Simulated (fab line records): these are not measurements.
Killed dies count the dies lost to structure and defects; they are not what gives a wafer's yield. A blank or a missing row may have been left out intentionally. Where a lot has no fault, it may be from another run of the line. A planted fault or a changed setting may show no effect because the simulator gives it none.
fab line records	flow sky130
record lots=12	wafers=36	lastDay=50
route steps=708 shown VT_ADJUST_LVTN@115 VT_ADJUST_PCH@152 SONOS_TUNNEL@163 SONOS_ONO@182 PAD_OPEN@708
lots with no fault: from the same line, run without faults
startH: the number of hours between the record's first day and the start of the first shown wafer of the lot	waitH: time in hours since the lot's previous step	" unchanged from the row above	L1.1+2: several wafers, shown together as one row	- value missing, or start not given	* or withheld: withheld	< > ~ a bound
route shown NAME@n: names a module that has steps shown in the file, with the first one's number in the route	usual: average and standard deviation across the fault-free wafers	same: alike in all rows	chamber/n: place in a boat	sites: readings site by site	_std_site: the values' standard deviation	_edge_site: the outer-site mean with the inner-site mean subtracted	radiusMm: for every site, how far away it sits from the centre of the wafer	mask NAME#n: copy n	behind: the last tool/chamber to shape the wafer	hold: why the lot was held/for how many hours/how that ended	device: the transistor (n, p or np) that didn't switch	end of line: the route-end tests of the same wafers	where a step has no rows: the recipe by itself	killed: count of dies lost to structure and defects at first sort (not the wafer's yield)	map: a wafer's dies, marking killed ones x, the rest . and places with no die _
set.NAME: the run value of the setting; set.NAME@STEP: its run value at that earlier step	model.NAME: the simulator's own value behind a step, which no gauge read
one table for each step of the route and one row for each wafer, over a sample of lots
services: the hour from which a tool's chamber was out of use, counted from the record's first day as startH (under 0 if before that day), plus the number of hours and why
## steps
# step SKY_VT_ADJUST_LVTN_OVL_MEAS_18
# usual VT_ADJUST_LVTN_01_OVL=-0.2/1.5
lot.wafer	tool	chamber	startH	waitH	VT_ADJUST_LVTN_01_OVL[nm]
L123.1	overlay-02	-	156.14	0.1	1.7
L123.4	"	-	"	"	0.1
L123.6	"	-	"	"	0.4
L124.2	overlay-01	-	170.76	0.1	-0.9
L124.3	"	-	"	"	0.4
L124.6	"	-	"	"	-1.2
L126.1	overlay-02	-	185.14	0.1	-2.0
L126.3	"	-	"	"	0.4
L126.6	"	-	"	"	-1.5
L127.3	overlay-02	-	193.48	0.1	0.1
L127.4	"	-	"	"	-0.9
L127.6	"	-	"	"	-1.5
L129.2	overlay-01	-	205.43	0.1	-1.2
L129.3	"	-	"	"	0.8
L129.4	"	-	"	"	0.7
L131.1	overlay-01	-	215.26	0.1	-0.6
L131.2	"	-	"	"	0.0
L131.4	"	-	"	"	-0.9
L136.1	overlay-02	-	255.70	0.1	-0.8
L136.2	"	-	"	"	-0.3
L136.5	"	-	"	"	-0.9
L140.2	overlay-02	-	279.24	0.1	-3.3
L140.3	"	-	"	"	-0.3
L140.4	"	-	"	"	-1.6
L141.3	overlay-01	-	286.70	0.1	0.1
L141.4	"	-	"	"	1.1
L141.6	"	-	"	"	-0.6
L143.1	overlay-02	-	295.49	0.1	-1.9
L143.2	"	-	"	"	-0.6
L143.4	"	-	"	"	-1.5
L144.3	overlay-02	-	301.85	0.1	1.1
L144.5	"	-	"	"	0.2
L144.6	"	-	"	"	0.6
L146.1	overlay-02	-	316.82	0.1	1.8
L146.3	"	-	"	"	-0.4
L146.6	"	-	"	"	0.0
# step SKY_VT_ADJUST_PCH_STRIP_09
# recipe chemistry=O2/N2	powerW=1400	pressureMtorr=1500	platenTempC=withheld	o2FlowSccm=3000	n2FlowSccm=300	overashFraction=0.5
# usual drypumpMotorCurrentA=5.6/0.31	oesProductAu=0.723/0.005	stripTimeToEndpointS=37.34/0.091
lot.wafer	tool	chamber	startH	waitH	drypumpMotorCurrentA	oesProductAu	rfHoursCounterH	stripTimeToEndpointS
L123.1	plasmaAsher-01	1	220.62	0.1	5.6	0.717	50	37.49
L123.4	"	0	"	"	5.7	0.727	-	37.51
L123.6	"	0	"	"	5.7	0.720	-	37.34
L124.2	plasmaAsher-04	0	234.56	0.1	6.0	0.735	53	37.47
L124.3	"	0	"	"	6.0	0.722	-	37.42
L124.6	"	0	"	"	6.0	0.713	-	37.46
L126.1	plasmaAsher-02	1	251.96	0.1	5.3	0.714	12	37.26
L126.3	"	1	"	"	5.2	0.716	-	37.28
L126.6	"	1	"	"	5.3	0.727	-	37.21
L127.3	plasmaAsher-02	1	261.14	0.1	5.2	0.718	-	37.43
L127.4	"	0	"	"	5.7	0.725	-	37.47
L127.6	"	0	"	"	5.7	0.727	-	37.44
L129.2	plasmaAsher-01	1	274.96	0.1	5.6	0.718	53	37.23
L129.3	"	0	"	"	5.7	0.722	-	37.34
L129.4	"	1	"	"	5.6	0.724	-	37.25
L131.1	plasmaAsher-02	1	285.76	0.1	5.2	0.731	16	37.31
L131.2	"	0	"	"	5.6	0.730	16	37.28
L131.4	"	1	"	"	5.2	0.719	-	37.40
L136.1	plasmaAsher-01	1	331.47	0.1	5.6	0.724	58	37.26
L136.2	"	0	"	"	5.7	0.722	58	37.27
L136.5	"	1	"	"	5.6	0.728	-	37.16
L140.2	plasmaAsher-04	1	357.61	0.1	5.0	0.717	65	37.32
L140.3	"	0	"	"	6.0	0.715	-	37.28
L140.4	"	1	"	"	5.0	0.720	-	37.36
L141.3	plasmaAsher-01	0	367.41	0.1	5.7	0.722	-	37.49
L141.4	"	1	"	"	5.7	0.724	-	37.38
L141.6	"	1	"	"	5.6	0.730	-	37.45
L143.1	plasmaAsher-02	0	375.41	0.1	5.7	0.717	25	37.23
L143.2	"	1	"	"	5.3	0.722	25	37.26
L143.4	"	0	"	"	5.6	0.719	-	37.25
L144.3	plasmaAsher-01	1	384.16	0.1	5.6	0.726	-	37.29
L144.5	"	0	"	"	5.7	0.730	-	37.14
L144.6	"	1	"	"	5.6	0.720	-	37.16
L146.1	plasmaAsher-04	0	400.16	0.1	6.0	0.721	69	37.39
L146.3	"	1	"	"	5.0	0.722	-	37.38
L146.6	"	0	"	"	5.9	0.717	-	37.52
# step SKY_SONOS_TUNNEL_IMPLANT_09
# recipe species=B	energyKev=20	doseCm2=1e+12	tiltDeg=withheld
# usual doseIonsCm2=9.999e+11/1.1e+09	faradayCurrentUA=5.63/0.11
lot.wafer	tool	chamber	startH	waitH	doseIonsCm2	faradayCurrentUA
L123.1	implanter-03	0	242.74	0.0	1.0008e+12	5.46
L123.4	"	0	"	"	9.996e+11	5.50
L123.6	"	0	"	"	1.0012e+12	5.59
L124.2	implanter-04	0	257.82	0.0	9.989e+11	5.72
L124.3	"	0	"	"	9.992e+11	5.69
L124.6	"	0	"	"	9.994e+11	5.47
L126.1	implanter-04	0	276.29	0.0	1.0007e+12	5.78
L126.3	"	0	"	"	1.001e+12	5.60
L126.6	"	0	"	"	1e+12	5.66
L127.3	implanter-02	0	284.83	0.1	1.0007e+12	5.67
L127.4	"	0	"	"	9.999e+11	5.61
L127.6	"	0	"	"	1.0012e+12	5.63
L129.2	implanter-04	0	300.39	0.0	1.0011e+12	5.60
L129.3	"	0	"	"	1.0008e+12	5.84
L129.4	"	0	"	"	9.997e+11	5.56
L131.1	implanter-02	0	311.99	0.0	9.995e+11	5.79
L131.2	"	0	"	"	1.0004e+12	5.63
L131.4	"	0	"	"	9.992e+11	5.64
L136.1	implanter-02	0	358.54	0.0	9.993e+11	5.67
L136.2	"	0	"	"	9.991e+11	5.59
L136.5	"	0	"	"	1.0003e+12	5.65
L140.2	implanter-02	0	386.27	0.0	9.994e+11	5.49
L140.3	"	0	"	"	9.998e+11	5.66
L140.4	"	0	"	"	9.983e+11	5.71
L141.3	implanter-03	0	395.96	0.1	9.988e+11	5.73
L141.4	"	0	"	"	9.996e+11	5.66
L141.6	"	0	"	"	9.997e+11	5.59
L143.1	implanter-04	0	403.79	0.0	9.989e+11	5.45
L143.2	"	0	"	"	1.0005e+12	5.62
L143.4	"	0	"	"	9.998e+11	5.56
L144.3	implanter-03	0	413.53	0.1	9.997e+11	5.69
L144.5	"	0	"	"	9.993e+11	5.52
L144.6	"	0	"	"	9.999e+11	5.75
L146.1	implanter-03	0	430.63	0.0	1.0011e+12	5.75
L146.3	"	0	"	"	1.0001e+12	5.56
L146.6	"	0	"	"	1.0006e+12	5.71
# step SKY_SONOS_TUNNEL_TW_MEAS_12
# usual SONOS_TUNNEL_TW=197.7/2.5
lot.wafer	tool	chamber	startH	waitH	SONOS_TUNNEL_TW
L123.1	filmMetro-03	-	243.16	0.0	198.9
L123.4	"	-	"	"	197.6
L123.6	"	-	"	"	197.7
L124.2	filmMetro-04	-	258.23	0.0	201.5
L124.3	"	-	"	"	200.4
L124.6	"	-	"	"	200.5
L126.1	filmMetro-02	-	276.71	0.0	193.3
L126.3	"	-	"	"	193.4
L126.6	"	-	"	"	193.6
L127.3	filmMetro-02	-	285.22	0.0	193.0
L127.4	"	-	"	"	194.1
L127.6	"	-	"	"	193.2
L129.2	filmMetro-04	-	300.81	0.0	201.6
L129.3	"	-	"	"	200.2
L129.4	"	-	"	"	201.0
L131.1	filmMetro-03	-	312.40	0.0	199.2
L131.2	"	-	"	"	198.0
L131.4	"	-	"	"	199.7
L136.1	filmMetro-03	-	358.95	0.0	179.1
L136.2	"	-	"	"	179.2
L136.5	"	-	"	"	178.9
L140.2	filmMetro-02	-	386.66	0.0	176.3
L140.3	"	-	"	"	175.5
L140.4	"	-	"	"	176.0
L141.3	filmMetro-02	-	396.34	0.0	195.2
L141.4	"	-	"	"	194.7
L141.6	"	-	"	"	196.0
L143.1	filmMetro-02	-	404.23	0.0	195.0
L143.2	"	-	"	"	195.9
L143.4	"	-	"	"	196.1
L144.3	filmMetro-02	-	413.91	0.0	192.7
L144.5	"	-	"	"	195.3
L144.6	"	-	"	"	193.3
L146.1	filmMetro-03	-	431.04	0.0	198.5
L146.3	"	-	"	"	197.8
L146.6	"	-	"	"	197.7
# step SKY_SONOS_ONO_OVL_MEAS_14
# usual SONOS_ONO_OVL=0.0/1.3
lot.wafer	tool	chamber	startH	waitH	SONOS_ONO_OVL[nm]
L123.1	overlay-01	-	270.74	0.1	0.7
L123.4	"	-	"	"	-0.5
L123.6	"	-	"	"	1.6
L124.2	overlay-02	-	289.20	0.1	3.5
L124.3	"	-	"	"	1.9
L124.6	"	-	"	"	0.5
L126.1	overlay-02	-	307.41	0.1	0.6
L126.3	"	-	"	"	-1.2
L126.6	"	-	"	"	0.9
L127.3	overlay-01	-	317.39	0.1	-0.5
L127.4	"	-	"	"	-1.1
L127.6	"	-	"	"	0.6
L129.2	overlay-02	-	332.50	0.1	0.6
L129.3	"	-	"	"	-0.8
L129.4	"	-	"	"	-0.9
L131.1	overlay-01	-	344.07	0.1	0.8
L131.2	"	-	"	"	3.0
L131.4	"	-	"	"	3.2
L136.1	overlay-01	-	391.44	0.1	0.6
L136.2	"	-	"	"	0.9
L136.5	"	-	"	"	1.9
L140.2	overlay-02	-	423.18	0.1	-2.5
L140.3	"	-	"	"	-1.1
L140.4	"	-	"	"	-2.1
L141.3	overlay-02	-	432.02	0.1	1.3
L141.4	"	-	"	"	2.2
L141.6	"	-	"	"	0.1
L143.1	overlay-01	-	438.64	0.1	-1.2
L143.2	"	-	"	"	-0.8
L143.4	"	-	"	"	-2.1
L144.3	overlay-02	-	448.49	0.1	-1.6
L144.5	"	-	"	"	-1.3
L144.6	"	-	"	"	-0.9
L146.1	overlay-01	-	468.62	0.1	-0.8
L146.3	"	-	"	"	-0.8
L146.6	"	-	"	"	3.1
# step SKY_PAD_OPEN_PROBE_99
# usual killed_at_M0_to_M3=45/7.1	killed_at_M4_up=3.0/1.8	killedAtContacts=24/5.4	killedAtFrontEnd=16/4.9	killedAtOther=0.3/0.63	killedDies=88/11	killedOpen=47/7.4	killedShort=40/7
# same grossDies=492	killedAtBackSide=0
lot.wafer	tool	chamber	startH	waitH	killed_at_M0_to_M3	killed_at_M4_up	killedAtContacts	killedAtFrontEnd	killedAtOther	killedDies	killedOpen	killedShort
L136.1	prober-02	-	1155.00	0.1	43	1	20	17	0	81	41	40
L136.2	prober-02	-	1155.05	0.1	39	3	24	14	1	81	45	36
L136.5	prober-02	-	1155.20	0.2	44	8	18	14	0	84	45	39
L140.2	prober-02	-	1173.25	0.1	52	5	22	9	0	88	43	44
L140.3	prober-02	-	1173.30	0.2	48	0	24	10	1	83	48	34
L140.4	prober-02	-	1173.35	0.2	52	5	16	18	0	91	45	46
L141.3	prober-01	-	1177.74	0.2	35	5	24	13	0	77	45	32
L141.4	prober-01	-	1177.79	0.2	35	2	23	10	0	70	43	27
L141.6	prober-01	-	1177.89	0.2	31	6	32	19	0	88	41	47
# killed by level:class
L136.1 LI_CONTACT:geometricParticle:open=11 VIA1:geometricParticle:open=10 METAL2:geometricParticle:short=8 CONTACT:geometricParticle:open=6 METAL1:geometricParticle:short=6 VIA1:geometricParticle:short=6 POLY_GATE:geometricParticle:short=5 METAL3:geometricParticle:short=4
L136.2 CONTACT:geometricParticle:open=12 VIA1:geometricParticle:open=10 VIA3:geometricParticle:open=8 CONTACT:geometricParticle:short=7 VIA2:geometricParticle:open=4 METAL1:geometricParticle:short=4 VIA1:geometricParticle:short=4 METAL2:geometricParticle:short=4
L136.5 VIA1:geometricParticle:short=8 VIA3:geometricParticle:open=8 CONTACT:geometricParticle:open=7 VIA1:geometricParticle:open=7 VIA2:geometricParticle:open=6 LI_CONTACT:geometricParticle:open=5 FIELD_ISO:geometricParticle:short=4 POLY_CUT:geometricParticle:short=4
L140.2 VIA1:geometricParticle:open=13 VIA3:geometricParticle:short=9 VIA2:geometricParticle:open=8 CONTACT:geometricParticle:short=7 VIA1:geometricParticle:short=6 LI_CONTACT:geometricParticle:open=5 METAL1:geometricParticle:short=5 CONTACT:geometricParticle:open=5
L140.3 VIA1:geometricParticle:open=12 LI_CONTACT:geometricParticle:open=9 CONTACT:geometricParticle:open=9 VIA1:geometricParticle:short=8 VIA3:geometricParticle:open=7 VIA3:geometricParticle:short=5 VIA2:geometricParticle:open=4 METAL1:geometricParticle:short=4
L140.4 VIA1:geometricParticle:open=18 METAL1:geometricParticle:short=7 VIA1:geometricParticle:short=6 FIELD_ISO:geometricParticle:short=5 POLY_GATE:geometricParticle:short=5 VIA3:geometricParticle:open=5 LI_CONTACT:geometricParticle:open=5 VIA2:geometricParticle:short=5
L141.3 VIA1:geometricParticle:open=8 VIA3:geometricParticle:open=8 CONTACT:geometricParticle:open=7 LI_CONTACT:geometricParticle:open=6 VIA2:geometricParticle:open=5 POLY_GATE:geometricParticle:short=4 SPACER:geometricParticle:short=4 LOCAL_INTERCONNECT:geometricParticle:short=4
L141.4 VIA1:geometricParticle:open=13 LI_CONTACT:geometricParticle:open=7 CONTACT:geometricParticle:open=6 FIELD_ISO:geometricParticle:open=4 LOCAL_INTERCONNECT:geometricParticle:short=4 VIA1:geometricParticle:short=4 VIA2:geometricParticle:open=4 FIELD_ISO:geometricParticle:short=3
L141.6 CONTACT:geometricParticle:open=11 FIELD_ISO:geometricParticle:short=7 LI_CONTACT:geometricParticle:open=6 LOCAL_INTERCONNECT:geometricParticle:short=6 VIA1:geometricParticle:open=6 METAL3:geometricParticle:short=6 FIELD_ISO:geometricParticle:open=4 POLY_GATE:geometricParticle:short=4
## services
tool	chamber	startH	hours	kind
plasmaAsher-04	-	231.05	2.8	pm
plasmaAsher-01	-	237.31	25.0	pm
implanter-04	-	243.40	2.1	pm
implanter-03	-	256.65	2.2	repair
implanter-02	-	269.82	3.2	repair
plasmaAsher-02	-	285.86	2.8	pm
implanter-03	-	287.08	3.8	pm
implanter-03	-	301.97	47.4	repair
implanter-02	-	322.77	3.3	repair
implanter-04	-	332.71	28.8	pm
implanter-02	-	334.30	2.7	repair
implanter-03	-	349.07	3.7	repair
implanter-04	-	412.58	3.7	repair
implanter-03	-	420.10	2.9	pm
plasmaAsher-01	-	421.25	9.0	pm
plasmaAsher-01	0	421.25	9.0	ventCycle
plasmaAsher-01	1	421.25	9.0	ventCycle
implanter-02	-	427.20	3.2	pm
implanter-04	-	427.46	15.0	repair
plasmaAsher-01	0	430.25	-	clean
plasmaAsher-01	1	430.25	-	clean
## key
firstSign step=SKY_SONOS_TUNNEL_TW_MEAS_12	reading=SONOS_TUNNEL_TW	direction=down	sigmas=8.2	usual=197.7	struck=177.5
effect none on later readings
metAt SKY_SONOS_TUNNEL_IMPLANT_09
struckLots L136,L140
testerLeftOut L136,L140
notActingAt SKY_VT_ADJUST_LVTN_OVL_MEAS_18,SKY_VT_ADJUST_PCH_STRIP_09,SKY_SONOS_ONO_OVL_MEAS_14
onsetBetween 311.99 358.54
fault kind=processParameterDrift	tool=implanter-02	chamber=-	onsetH=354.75	steps=SKY_SONOS_TUNNEL_IMPLANT_09	channel=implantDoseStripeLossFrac	offset=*	shape=step	endH=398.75
# testerLeftOut: of these lots the tester's yield and bins aren't shown, on N5 and GAA mostly nor the transistor test; their killed dies are dies lost to structure and defects alone, not to doping, threshold or leakage, so they don't give the yield
